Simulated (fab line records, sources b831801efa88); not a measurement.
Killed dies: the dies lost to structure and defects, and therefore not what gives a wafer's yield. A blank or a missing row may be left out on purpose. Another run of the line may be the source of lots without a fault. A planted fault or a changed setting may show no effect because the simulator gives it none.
Which of the tools did it?	flow gf180mcu	6 lots (18 wafers sampled), 1 step of a 602-step route

== WHAT THE GAUGES READ, wafer by wafer ==
GF_STI_THK_MEAS_04.
lot	measured	on	STI_CVD_03_THK (nm)
L697	day 1 19:57	film-metro-03	205.2 203.6 206.9
L700	day 2 09:34	film-metro-03	209.3 208.5 209.2
L702	day 2 19:35	film-metro-03	209.2 208.5 209.1
L707	day 3 20:34	film-metro-01	206.1 206.8 205.9
L712	day 4 22:16	film-metro-02	205.1 205.4 204.9
L718	day 6 03:35	film-metro-03	207.4 209.6 208.3

== WHICH TOOL RAN EACH LOT (tool, then ch and the chambers of the sampled wafers, then the start) ==
Record: no process step prior to these readings.

== THE ANSWER, worked out from the rows above alone ==
Rule: the lots themselves supply what counts as usual. Put in order of their means at a reading, lots are off if they are a third of the lots or fewer, leave a main group of 4 or more, and stand apart from it by a gap of 3 or more times the standard deviation of the main group's means; of several such gaps the widest counts. A main group whose means are all the same, to the digits that the tables above print for the reading, isn't used. A lot without any number at a reading at which 4 lots or more have one is off too. Any other lot the step has rows for is counted as sound.
None of the lots is off at any reading shown; this tells nothing.

== WHAT THE SIMULATOR HAD INSERTED ==
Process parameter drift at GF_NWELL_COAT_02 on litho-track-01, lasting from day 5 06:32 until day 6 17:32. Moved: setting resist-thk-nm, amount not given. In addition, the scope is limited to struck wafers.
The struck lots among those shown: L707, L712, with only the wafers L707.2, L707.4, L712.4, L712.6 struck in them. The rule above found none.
